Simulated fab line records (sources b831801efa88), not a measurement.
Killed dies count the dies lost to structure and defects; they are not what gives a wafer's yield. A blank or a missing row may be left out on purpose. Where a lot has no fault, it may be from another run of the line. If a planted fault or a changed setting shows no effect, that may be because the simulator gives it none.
Matching of chambers ; flow sky130 ; 4 sister chambers for SKY_VIA3_CMP_24 on cmp-02
The step polishes, stops on SiO2, t overpolish 20 s, target thk 0 nm. 30 wafers are shown with their chamber, then 12 later ones without.

WAFERS PAIRED WITH THEIR CHAMBERS
wafer;chamber;motor-current-A (A);time-to-endpoint-s (s);overpolish-run-s (s)
L076.3;0;13.5;95;20.002
L076.5;1;10.9;96;19.987
L076.6;0;13.7;95;19.992
L080.1;3;11.0;85;20.000
L080.3;2;9.7;91;19.992
L080.4;0;13.5;90;19.991
L082.1;0;14.3;97;19.996
L082.2;2;9.8;94;20.007
L082.4;3;10.8;89;19.999
L082.3;1;11.5;91;19.994
L082.5;0;13.8;99;20.015
L082.6;3;10.8;91;20.002
L085.2;1;11.8;93;20.009
L085.3;3;10.7;90;20.005
L085.4;0;14.2;95;20.006
L086.2;3;10.5;90;20.004
L086.4;1;11.0;93;19.992
L086.5;0;13.5;95;19.999
L088.3;0;13.7;86;20.013
L088.4;2;9.7;91;19.979
L088.5;1;10.9;90;19.995
L089.1;2;10.0;96;19.985
L089.2;3;11.1;88;20.006
L089.4;0;13.7;93;19.995
L090.2;3;11.0;85;19.995
L090.3;1;11.9;89;19.985
L090.6;1;12.2;93;20.015
L092.3;1;11.1;95;20.000
L092.4;2;9.9;101;20.015
L092.5;3;11.0;94;19.988

SIGNATURES (averages over the wafers above)
reading;chamber 0;chamber 1;chamber 2;chamber 3;scatter within a chamber
motor-current-A;13.767;11.412;9.820;10.863;0.331
time-to-endpoint-s;93.89;92.50;94.60;89.00;3.35
overpolish-run-s;20.00100;19.99713;19.99560;19.99987;0.00986
Rule: a wafer lies at a distance from a chamber equal to the root of the sum of squares, over the readings, of (its reading less the chamber's mean, divided by the reading's scatter). If the next closest chamber is less than 2 further off than the closest, the wafer can't be placed; otherwise it belongs to the closest. The scatter: the root of (the sum of the squares of (reading less its chamber's mean) over the shown wafers, divided by (wafers less chambers)).

WAFERS WHOSE CHAMBER IS MISSING
wafer;motor-current-A (A);time-to-endpoint-s (s);overpolish-run-s (s)
L093.1;11.0;95;19.989
L093.2;14.1;99;20.011
L093.5;14.1;96;19.978
L094.1;10.5;93;20.007
L094.5;11.4;96;20.019
L094.6;13.7;94;19.990
L095.1;11.3;92;20.009
L095.3;13.3;96;20.003
L095.4;9.4;99;20.023
L097.2;11.2;95;19.996
L097.4;11.4;94;20.010
L097.6;9.7;96;20.010

WHICH CHAMBER EACH ONE RAN IN
wafer;from the rows above;in truth
L093.1;can't be placed: 1 or 3 or 2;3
L093.2;0;0
L093.5;0;0
L094.1;can't be placed: 3 or 2 or 1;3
L094.5;can't be placed: 1 or 3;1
L094.6;0;0
L095.1;can't be placed: 1 or 3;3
L095.3;0;0
L095.4;2;2
L097.2;can't be placed: 1 or 3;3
L097.4;can't be placed: 1 or 3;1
L097.6;2;2
Correct placement for 6 of the 12. From these rows, 6 cannot be placed; in 6 the true chamber is one of the candidates. Number placed wrongly: 0.
